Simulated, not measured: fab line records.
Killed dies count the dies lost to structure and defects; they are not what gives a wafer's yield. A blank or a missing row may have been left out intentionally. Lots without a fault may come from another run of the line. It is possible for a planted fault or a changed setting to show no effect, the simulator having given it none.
fab line records | flow sky130
[record] lots = 6 wafers = 18 last-day = 50
route steps=708 shown RES_XHIGH@340 SD_N@342 SD_P@359 PAD_OPEN@708
lots that met no fault: taken from a fault-free run of the same line
start-h: the number of hours between the record's first day and the start of the first shown wafer of the lot | wait-h: hours from the lot's prior step to this one | " repeats the value in the row above | L1.1+2: one row covering several wafers at once | - either no value or no given start | * or withheld: withheld | < > ~ a bound
route shown NAME@n: a module of which the file shows steps, and the number in the route of the first | usual: average and standard deviation across the fault-free wafers | same: alike in all rows | chamber/n: place in a boat | sites: each site's reading | _std_site: the standard deviation of these | _edge_site: mean of outer sites minus mean of inner sites | radius-mm: for every site, how far away it sits from the centre of the wafer | mask NAME#n: copy n | behind: the tool/chamber that last shaped the wafer | hold: what put the lot on hold/how long, in hours/how the hold closed | device: the n, p or np transistor that did not switch | end of line: tests of these same wafers at the route's end | a step given without rows: its recipe and nothing more | killed: dies lost to structure and defects at the first sort, not the wafer's yield | map: a wafer's dies, marking killed ones x, the rest . and places with no die _
set.NAME: the run value of the setting; set.NAME@STEP: its run value at that earlier step | model.NAME: the simulator's own value behind a step, which no gauge read
lots at some steps of the route; a table a step, a row a wafer
services: a tool's chamber out of use, with start hour (start-h, from the record's first day; less than 0 if before it), hours out, and reason
[[steps]]
[step SKY_RES_XHIGH_STRIP_08]
[recipe] chemistry = O2/N2 power-w = 1400 pressure-mtorr = 1500 platen-temp-c = withheld o2-flow-sccm = 3000 n2-flow-sccm = 300 overash-fraction = 0.5
[usual] drypump-motor-current-A = 5.3/0.34 o2-flow-sccm = 3002/8.9 oes-product-au = 0.712/0.0043 strip-time-to-endpoint-s = 14.27/0.035
// columns lot.wafer tool chamber start-h wait-h drypump-motor-current-A o2-flow-sccm oes-product-au rf-hours-counter-h strip-time-to-endpoint-s
L229.1 plasma-asher-03 0 626.51 0.1 6.1 3002 0.708 94 14.29
L229.2 " 1 " " 5.3 3001 0.717 94 14.24
L229.4 " 0 " " 6.1 3021 0.711 - 14.24
L231.2 plasma-asher-01 1 638.11 0.1 5.1 2993 0.717 21 14.29
L231.5 " 0 " " 5.1 2995 0.711 - 14.24
L231.6 " 1 " " 5.0 2994 0.711 - 14.26
L242.3 plasma-asher-04 0 726.35 0.1 5.1 3007 0.710 - 14.25
L242.4 " 1 " " 5.4 3000 0.710 - 14.27
L242.6 " 0 " " 5.1 3006 0.717 - 14.25
L244.3 plasma-asher-01 0 744.15 0.1 5.1 2998 0.717 - 14.29
L244.4 " 1 " " 5.0 2997 0.712 - 14.29
L244.5 " 1 " " 5.0 2996 0.705 - 14.36
L249.3 plasma-asher-03 0 773.09 0.1 6.1 3011 0.714 - 14.29
L249.5 " 0 " " 6.1 2991 0.708 - 14.30
L249.6 " 1 " " 5.3 3013 0.711 - 14.31
L252.1 plasma-asher-03 0 796.91 0.1 6.1 2989 0.706 5 14.24
L252.3 " 0 " " 6.1 3002 0.708 - 14.25
L252.6 " 1 " " 5.3 2995 0.712 - 14.24
[step SKY_RES_XHIGH_TW_MEAS_09]
[usual] RES_XHIGH_TW = 1640/10
// columns lot.wafer tool chamber start-h wait-h RES_XHIGH_TW
L229.1 film-metro-03 - 626.61 0.1 1631
L229.2 " - " " 1629
L229.4 " - " " 1625
L231.2 film-metro-03 - 638.22 0.1 1628
L231.5 " - " " 1626
L231.6 " - " " 1621
L242.3 film-metro-04 - 726.43 0.1 1637
L242.4 " - " " 1643
L242.6 " - " " 1642
L244.3 film-metro-02 - 744.24 0.1 1655
L244.4 " - " " 1660
L244.5 " - " " 1654
L249.3 film-metro-04 - 773.18 0.1 1633
L249.5 " - " " 1635
L249.6 " - " " 1642
L252.1 film-metro-04 - 797.01 0.1 1633
L252.3 " - " " 1632
L252.6 " - " " 1635
[step SKY_SD_N_DEHYDRATE_00]
[recipe] temp-c = 200 time-s = 60
[step SKY_SD_N_HMDS_01]
[recipe] prime-time-s = 60 prime-temp-c = 120
[step SKY_SD_N_COAT_02]
[recipe] resist = NOVOLAK spin-rpm = 3000 resist-thk-nm = 1140
[step SKY_SD_N_SOFTBAKE_03]
[recipe] temp-c = 90 time-s = 60 resist = NOVOLAK
[step SKY_SD_N_EXPOSE_04]
[recipe] mask-id = NSDM na = 0.6 source-shape = conventional sigma-outer = 0.6 polarization = unpolarized target-cd-nm = 380 dose-mj = 141
[step SKY_SD_N_PEB_05]
[recipe] temp-c = withheld time-s = * resist = NOVOLAK
[step SKY_SD_N_DEVELOP_06]
[recipe] resist = NOVOLAK developer = TMAH develop-time-s = 60 dev-temp-c = 23
[step SKY_SD_N_CD_MEAS_07]
[recipe] target-cd-nm = 380
[usual] cd-nm = 380.3/2.7
// columns lot.wafer tool chamber start-h wait-h cd-nm
L229.1 cd-sem-01 - 654.76 0.1 382.9
L229.2 " - " " 382.1
L229.4 " - " " 379.5
L231.2 cd-sem-02 - 666.35 0.1 379.5
L231.5 " - " " 379.6
L231.6 " - " " 377.8
L242.3 cd-sem-01 - 753.65 0.1 375.9
L242.4 " - " " 377.5
L242.6 " - " " 377.2
L244.3 cd-sem-02 - 770.60 0.1 383.4
L244.4 " - " " 382.5
L244.5 " - " " 380.3
L249.3 cd-sem-02 - 798.47 0.1 385.0
L249.5 " - " " 383.4
L249.6 " - " " 385.1
L252.1 cd-sem-01 - 822.81 0.1 379.0
L252.3 " - " " 380.1
L252.6 " - " " 379.8
[step SKY_SD_N_OVL_MEAS_08]
[usual] SD_N_OVL = -1.0/1.3
// columns lot.wafer tool chamber start-h wait-h SD_N_OVL[nm]
L229.1 overlay-02 - 654.88 0.1 0.7
L229.2 " - " " 1.8
L229.4 " - " " 1.2
L231.2 overlay-01 - 666.45 0.1 -0.4
L231.5 " - " " -0.8
L231.6 " - " " -0.8
L242.3 overlay-02 - 753.75 0.1 -0.3
L242.4 " - " " -0.1
L242.6 " - " " -0.1
L244.3 overlay-02 - 770.70 0.1 -0.3
L244.4 " - " " -1.3
L244.5 " - " " -1.3
L249.3 overlay-01 - 798.56 0.1 -3.8
L249.5 " - " " -4.7
L249.6 " - " " -3.9
L252.1 overlay-01 - 822.93 0.1 -0.6
L252.3 " - " " 0.2
L252.6 " - " " -0.5
[step SKY_SD_N_IMPLANT_09]
[recipe] species = As energy-kev = 50 dose-cm2 = 4e+15 tilt-deg = 0
[step SKY_SD_N_IMPLANT_10]
[recipe] species = P energy-kev = 20 dose-cm2 = 1e+14 tilt-deg = 0
// columns lot.wafer tool chamber start-h wait-h
L229.1+2+4 implanter-03 0 655.06 0.1
L231.2+5+6 implanter-03 0 666.66 0.1
L242.3+4+6 implanter-03 0 753.97 0.1
L244.3+4+5 implanter-04 0 770.92 0.1
L244.3+4+5 implanter-04 0 771.24 0.3
L249.3+5+6 implanter-03 0 798.78 0.1
L249.3+5+6 implanter-03 0 799.10 0.3
L252.1+3+6 implanter-02 0 823.11 0.1
[step SKY_SD_N_STRIP_11]
[recipe] chemistry = O2/N2 power-w = 1400 pressure-mtorr = 1500 platen-temp-c = withheld o2-flow-sccm = 3000 n2-flow-sccm = 300 overash-fraction = 0.5
[usual] drypump-motor-current-A = 5.17/0.23 o2-flow-sccm = 3000/10 oes-product-au = 0.527/0.0046 strip-time-to-endpoint-s = 22.53/0.033
// columns lot.wafer tool chamber start-h wait-h drypump-motor-current-A o2-flow-sccm oes-product-au rf-hours-counter-h strip-time-to-endpoint-s
L229.1 plasma-asher-01 1 655.21 0.1 5.05 2988 0.527 23 22.47
L229.2 " 0 " " 5.06 3001 0.522 23 22.49
L229.4 " 1 " " 5.04 3000 0.527 - 22.48
L231.2 plasma-asher-01 0 666.78 0.1 5.07 2997 0.531 24 22.50
L231.5 " 0 " " 5.06 2998 0.539 - 22.46
L231.6 " 1 " " 5.04 2981 0.536 - 22.52
L242.3 plasma-asher-02 0 754.10 0.1 4.94 3007 0.526 - 22.54
L242.4 " 1 " " 5.67 3003 0.531 - 22.49
L242.6 " 0 " " 4.96 3002 0.525 - 22.53
L244.3 plasma-asher-02 1 771.37 0.1 5.68 3001 0.521 - 22.51
L244.4 " 0 " " 4.95 2995 0.522 - 22.56
L244.5 " 0 " " 4.95 2997 0.523 - 22.57
L249.3 plasma-asher-04 0 799.23 0.1 5.11 2997 0.528 - 22.55
L249.5 " 0 " " 5.11 3004 0.519 - 22.54
L249.6 " 1 " " 5.41 3000 0.532 - 22.55
L252.1 plasma-asher-04 1 823.26 0.1 5.38 3003 0.532 65 22.56
L252.3 " 0 " " 5.12 2983 0.526 - 22.53
L252.6 " 0 " " 5.11 2986 0.532 - 22.52
[step SKY_SD_N_TW_MEAS_12]
[usual] SD_N_TW = 3987/21
// columns lot.wafer tool chamber start-h wait-h SD_N_TW
L229.1 film-metro-04 - 655.31 0.1 3990
L229.2 " - " " 3989
L229.4 " - " " 3968
L231.2 film-metro-02 - 666.89 0.1 3966
L231.5 " - " " 3944
L231.6 " - " " 3969
L242.3 film-metro-04 - 754.19 0.1 4026
L242.4 " - " " 4023
L242.6 " - " " 4020
L244.3 film-metro-04 - 771.47 0.1 4000
L244.4 " - " " 3976
L244.5 " - " " 3997
L249.3 film-metro-02 - 799.32 0.1 3993
L249.5 " - " " 3994
L249.6 " - " " 3981
L252.1 film-metro-04 - 823.36 0.1 3978
L252.3 " - " " 3995
L252.6 " - " " 4014
[step SKY_SD_N_CLEAN_13]
[recipe] chemistry = SC1/SC2 mix = 1:4:20 temp-c = 70 time-s = 150 dry = n2-spin
[step SKY_SD_N_RTA_14]
[recipe] temp-c = 1075 time-s = 2 idle-temp-c = 650 ramp-up-c-per-s = 150 ramp-down-c-per-s = 90 ambient = N2
[usual] lamp-power-pct = 15.74/0.052 wafer_temp_C_max = 1077.8/1.3
// columns lot.wafer tool chamber start-h wait-h lamp-power-pct wafer_temp_C_max
L229.1 rtp-anneal-01 0 655.42 0.0 15.75 1077.5
L229.2 " 0 " " 15.84 1078.9
L229.4 " 0 " " 15.71 1077.2
L231.2 rtp-anneal-01 0 667.00 0.0 15.69 1078.0
L231.5 " 0 " " 15.75 1077.7
L231.6 " 0 " " 15.76 1077.1
L242.3 rtp-anneal-01 0 754.30 0.0 15.78 1077.5
L242.4 " 0 " " 15.81 1075.9
L242.6 " 0 " " 15.70 1078.9
L244.3 rtp-anneal-02 0 771.58 0.0 15.74 1077.5
L244.4 " 0 " " 15.70 1080.3
L244.5 " 0 " " 15.73 1080.2
L249.3 rtp-anneal-01 0 799.43 0.0 15.76 1077.4
L249.5 " 0 " " 15.76 1077.3
L249.6 " 0 " " 15.87 1075.6
L252.1 rtp-anneal-02 0 823.48 0.0 15.71 1076.8
L252.3 " 0 " " 15.73 1078.2
L252.6 " 0 " " 15.71 1080.1
[step SKY_SD_N_RS_MEAS_16]
[recipe] thk-meas-gauge = four-point-probe
[usual] SD_N_RS = 68.55/0.11
// columns lot.wafer tool chamber start-h wait-h SD_N_RS[ohm/sq]
L229.1 film-metro-03 - 655.60 0.1 68.37
L229.2 " - " " 68.53
L229.4 " - " " 68.34
L231.2 film-metro-04 - 667.19 0.1 68.61
L231.5 " - " " 68.76
L231.6 " - " " 68.68
L242.3 film-metro-03 - 754.49 0.1 68.43
L242.4 " - " " 68.56
L242.6 " - " " 68.50
L244.3 film-metro-02 - 771.77 0.1 65.99
L244.4 " - " " 65.90
L244.5 " - " " 65.79
L249.3 film-metro-03 - 799.62 0.1 65.80
L249.5 " - " " 65.92
L249.6 " - " " 65.82
L252.1 film-metro-03 - 823.65 0.1 68.44
L252.3 " - " " 68.42
L252.6 " - " " 68.60
[step SKY_SD_N_RS_MEAS_17]
[recipe] thk-meas-gauge = four-point-probe
[usual] SD_P_RS = 147.1/0.36
// columns lot.wafer tool chamber start-h wait-h SD_P_RS[ohm/sq]
L229.1 film-metro-03 - 655.72 0.1 146.8
L229.2 " - " " 146.7
L229.4 " - " " 146.8
L231.2 film-metro-04 - 667.31 0.1 147.8
L231.5 " - " " 147.9
L231.6 " - " " 147.6
L242.3 film-metro-03 - 754.61 0.1 147.4
L242.4 " - " " 146.9
L242.6 " - " " 146.9
L244.3 film-metro-02 - 771.89 0.1 146.9
L244.4 " - " " 146.9
L244.5 " - " " 146.6
L249.3 film-metro-03 - 799.74 0.1 146.5
L249.5 " - " " 146.9
L249.6 " - " " 147.1
L252.1 film-metro-03 - 823.77 0.1 146.8
L252.3 " - " " 146.8
L252.6 " - " " 147.2
[step SKY_PAD_OPEN_PROBE_99]
[usual] killed_at_M0_to_M3 = 44/7.3 killed_at_M4_up = 3.0/1.9 killed-at-contacts = 24/5 killed-at-front-end = 16/4.5 killed-at-other = 0.3/0.46 killed-dies = 87/10 killed-open = 47/8.3 killed-short = 39/6.4
[same] gross-dies = 492 killed-at-back-side = 0
// columns lot.wafer tool chamber start-h wait-h killed_at_M0_to_M3 killed_at_M4_up killed-at-contacts killed-at-front-end killed-at-other killed-dies killed-open killed-short model.etest.sonos-uncharged.r-on-ohm-um model.etest.res-ndiff.line-ohm-um model.etest.res-ndiff.rs-ohm-sq model.etest.res-ndiff-hv.rs-ohm-sq
L229.1 prober-01 - 1081.29 0.1 33 1 22 25 0 81 37 44 798.2 766 119.1 112.5
L229.2 prober-01 - 1081.34 0.1 52 5 18 18 1 94 55 39 799.7 784.2 120.2 112.7
L229.4 prober-01 - 1081.44 0.2 39 1 30 15 0 85 47 38 819.3 784.2 119.6 113.2
L231.2 prober-01 - 1088.80 0.1 51 4 15 19 1 90 45 45 816.5 769.2 122.7 116.4
L231.5 prober-01 - 1088.95 0.2 44 1 25 15 0 85 48 37 815.6 752.8 122.7 116.3
L231.6 prober-01 - 1089.00 0.2 51 4 22 14 0 91 53 38 816.1 769.6 122.7 116.4
L242.3 prober-01 - 1151.04 0.2 47 2 18 9 0 76 40 36 806.7 743.5 116.8 111.2
L242.4 prober-01 - 1151.09 0.2 44 1 25 24 0 94 52 42 814.2 740.1 116.9 110.5
L242.6 prober-01 - 1151.19 0.2 35 2 23 15 0 75 46 29 822.6 740.2 116.6 110.1
L244.3 prober-02 - 1162.85 0.2 45 6 23 18 0 92 52 40 789.6 773.9 117.3 112.1
L244.4 prober-02 - 1162.90 0.2 41 5 23 12 0 81 43 38 802.2 749.7 116.3 111.2
L244.5 prober-02 - 1162.95 0.2 43 1 16 13 1 74 33 41 785.2 756.3 117.6 111.4
L249.3 prober-01 - 1179.23 0.2 33 6 30 11 0 80 47 33 803.4 772.8 121.1 114.4
L249.5 prober-01 - 1179.33 0.2 46 3 31 10 0 90 48 42 806.6 762.9 120.5 115.4
L249.6 prober-01 - 1179.38 0.2 43 1 27 20 0 91 53 38 798 742.6 121.1 115
L252.1 prober-02 - 1197.68 0.1 49 4 18 14 0 85 36 49 795.3 773.6 118.9 113.4
L252.3 prober-02 - 1197.78 0.2 49 4 34 18 0 105 60 45 794.8 779.3 118.9 113.3
L252.6 prober-02 - 1197.93 0.2 40 1 28 19 0 88 49 39 803.4 778.1 118.6 114.2
// killed by level:class
L229.1 FIELD_ISO:geometric-particle:short=7 POLY_GATE:geometric-particle:short=7 LI_CONTACT:geometric-particle:open=7 POLY_GATE:geometric-particle:open=5 CONTACT:geometric-particle:short=5 CONTACT:geometric-particle:open=5 VIA1:geometric-particle:short=5 VIA3:geometric-particle:open=5
L229.2 VIA1:geometric-particle:open=10 CONTACT:geometric-particle:open=8 VIA2:geometric-particle:open=8 VIA3:geometric-particle:open=7 VIA2:geometric-particle:short=6 FIELD_ISO:geometric-particle:open=5 FIELD_ISO:geometric-particle:short=5 LI_CONTACT:geometric-particle:open=4
L229.4 CONTACT:geometric-particle:open=14 LI_CONTACT:geometric-particle:open=8 VIA1:geometric-particle:open=8 CONTACT:geometric-particle:short=7 FIELD_ISO:geometric-particle:open=6 VIA1:geometric-particle:short=6 METAL2:geometric-particle:short=6 VIA3:geometric-particle:short=6
L231.2 VIA1:geometric-particle:open=9 VIA3:geometric-particle:open=8 METAL2:geometric-particle:short=8 FIELD_ISO:geometric-particle:open=7 FIELD_ISO:geometric-particle:short=6 VIA2:geometric-particle:open=6 VIA3:geometric-particle:short=4 CONTACT:geometric-particle:short=4
L231.5 VIA3:geometric-particle:open=9 VIA1:geometric-particle:open=8 VIA2:geometric-particle:open=7 CONTACT:geometric-particle:open=6 FIELD_ISO:geometric-particle:open=5 LOCAL_INTERCONNECT:geometric-particle:short=5 LOCAL_INTERCONNECT:geometric-particle:open=5 CONTACT:geometric-particle:short=5
L231.6 VIA2:geometric-particle:open=12 LI_CONTACT:geometric-particle:open=8 VIA1:geometric-particle:short=8 VIA3:geometric-particle:open=8 VIA3:geometric-particle:short=6 FIELD_ISO:geometric-particle:open=5 METAL3:geometric-particle:short=4 POLY_GATE:geometric-particle:open=4
L242.3 METAL1:geometric-particle:short=11 CONTACT:geometric-particle:open=10 VIA3:geometric-particle:open=7 VIA1:geometric-particle:open=7 VIA2:geometric-particle:open=6 VIA1:geometric-particle:short=5 POLY_GATE:geometric-particle:short=4 LI_CONTACT:geometric-particle:open=3
L242.4 VIA2:geometric-particle:open=11 LOCAL_INTERCONNECT:geometric-particle:short=10 FIELD_ISO:geometric-particle:short=7 POLY_GATE:geometric-particle:open=7 VIA1:geometric-particle:open=7 CONTACT:geometric-particle:open=7 VIA3:geometric-particle:open=7 METAL1:geometric-particle:short=4
L242.6 VIA1:geometric-particle:open=9 CONTACT:geometric-particle:open=7 VIA2:geometric-particle:open=7 CONTACT:geometric-particle:short=6 FIELD_ISO:geometric-particle:open=5 LI_CONTACT:geometric-particle:open=4 METAL1:geometric-particle:short=4 VIA3:geometric-particle:open=4
L244.3 VIA1:geometric-particle:open=12 CONTACT:geometric-particle:open=9 VIA3:geometric-particle:open=7 FIELD_ISO:geometric-particle:open=6 VIA2:geometric-particle:open=6 METAL2:geometric-particle:short=6 LI_CONTACT:geometric-particle:open=5 FIELD_ISO:geometric-particle:short=4
L244.4 METAL1:geometric-particle:short=10 CONTACT:geometric-particle:open=9 VIA3:geometric-particle:open=8 VIA1:geometric-particle:open=6 LI_CONTACT:geometric-particle:open=6 FIELD_ISO:geometric-particle:open=5 METAL4:geometric-particle:short=4 VIA2:geometric-particle:short=4
L244.5 VIA1:geometric-particle:open=10 METAL1:geometric-particle:short=8 LI_CONTACT:geometric-particle:open=7 FIELD_ISO:geometric-particle:short=4 FIELD_ISO:geometric-particle:open=4 LI_CONTACT:geometric-particle:short=4 VIA2:geometric-particle:open=4 VIA3:geometric-particle:short=4
L249.3 CONTACT:geometric-particle:open=16 VIA2:geometric-particle:open=9 VIA1:geometric-particle:open=8 VIA3:geometric-particle:open=6 LOCAL_INTERCONNECT:geometric-particle:short=5 FIELD_ISO:geometric-particle:short=4 METAL4:geometric-particle:short=4 POLY_GATE:geometric-particle:short=4
L249.5 VIA1:geometric-particle:open=17 CONTACT:geometric-particle:open=11 METAL2:geometric-particle:short=8 LOCAL_INTERCONNECT:geometric-particle:short=7 LI_CONTACT:geometric-particle:open=5 VIA3:geometric-particle:open=5 LI_CONTACT:geometric-particle:short=4 CONTACT:geometric-particle:short=4
L249.6 CONTACT:geometric-particle:open=13 VIA1:geometric-particle:open=13 VIA1:geometric-particle:short=8 LI_CONTACT:geometric-particle:open=7 POLY_GATE:geometric-particle:open=6 FIELD_ISO:geometric-particle:short=5 METAL2:geometric-particle:short=4 LOCAL_INTERCONNECT:geometric-particle:short=4
L252.1 METAL1:geometric-particle:short=10 METAL2:geometric-particle:short=8 VIA1:geometric-particle:open=6 VIA2:geometric-particle:open=6 CONTACT:geometric-particle:open=5 VIA1:geometric-particle:short=5 FIELD_ISO:geometric-particle:open=4 FIELD_ISO:geometric-particle:short=4
L252.3 CONTACT:geometric-particle:open=14 VIA1:geometric-particle:open=12 VIA3:geometric-particle:open=12 LI_CONTACT:geometric-particle:open=6 METAL2:geometric-particle:short=6 FIELD_ISO:geometric-particle:open=5 METAL1:geometric-particle:short=5 LOCAL_INTERCONNECT:geometric-particle:short=5
L252.6 CONTACT:geometric-particle:open=13 LI_CONTACT:geometric-particle:open=7 FIELD_ISO:geometric-particle:open=6 VIA1:geometric-particle:open=6 VIA1:geometric-particle:short=5 METAL1:geometric-particle:short=5 VIA2:geometric-particle:open=5 METAL3:geometric-particle:short=4
[[services]]
// columns tool chamber start-h hours kind
implanter-02 - 626.88 1.4 repair
plasma-asher-02 - 661.57 6.3 repair
implanter-02 - 666.09 10.0 repair
plasma-asher-03 - 712.16 11.0 repair
plasma-asher-03 - 721.15 3.4 repair
implanter-03 - 722.29 3.9 pm
plasma-asher-01 - 726.36 4.0 pm
plasma-asher-03 - 733.75 9.0 pm
plasma-asher-03 0 733.75 9.0 vent-cycle
plasma-asher-03 1 733.75 9.0 vent-cycle
plasma-asher-03 0 742.75 - clean
plasma-asher-03 1 742.75 - clean
implanter-02 - 747.00 2.3 pm
implanter-04 - 749.80 3.2 repair
implanter-03 - 772.60 3.5 pm
plasma-asher-03 - 798.01 4.9 repair
plasma-asher-01 - 800.89 0.4 repair
implanter-02 - 813.12 1.9 repair
[[key]]
[first-sign] step = SKY_SD_N_IMPLANT_10 reading = visit direction = added
[effect] step = SKY_SD_N_RS_MEAS_16 reading = SD_N_RS direction = down sigmas = 24 usual = 68.55 struck = 65.87
[model-effect] step = SKY_PAD_OPEN_PROBE_99 value = etest.sonos-uncharged.r-on-ohm-um without = 817.2 struck = 797.5
met-at SKY_SD_N_IMPLANT_10
struck-wafers L244.3,L244.4,L244.5,L249.3,L249.5,L249.6
tester-left-out L244,L249
[fault] kind = repeated-step-whole tool = implanter-02,implanter-03,implanter-04 chamber = - onset-h = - steps = SKY_SD_N_IMPLANT_10 times = 1 scope = struck-lots-only
// tester-left-out: of these lots the tester's yield and bins aren't shown, on N5 and GAA mostly nor the transistor test; their killed dies are dies lost to structure and defects alone, not to doping, threshold or leakage, so they don't give the yield
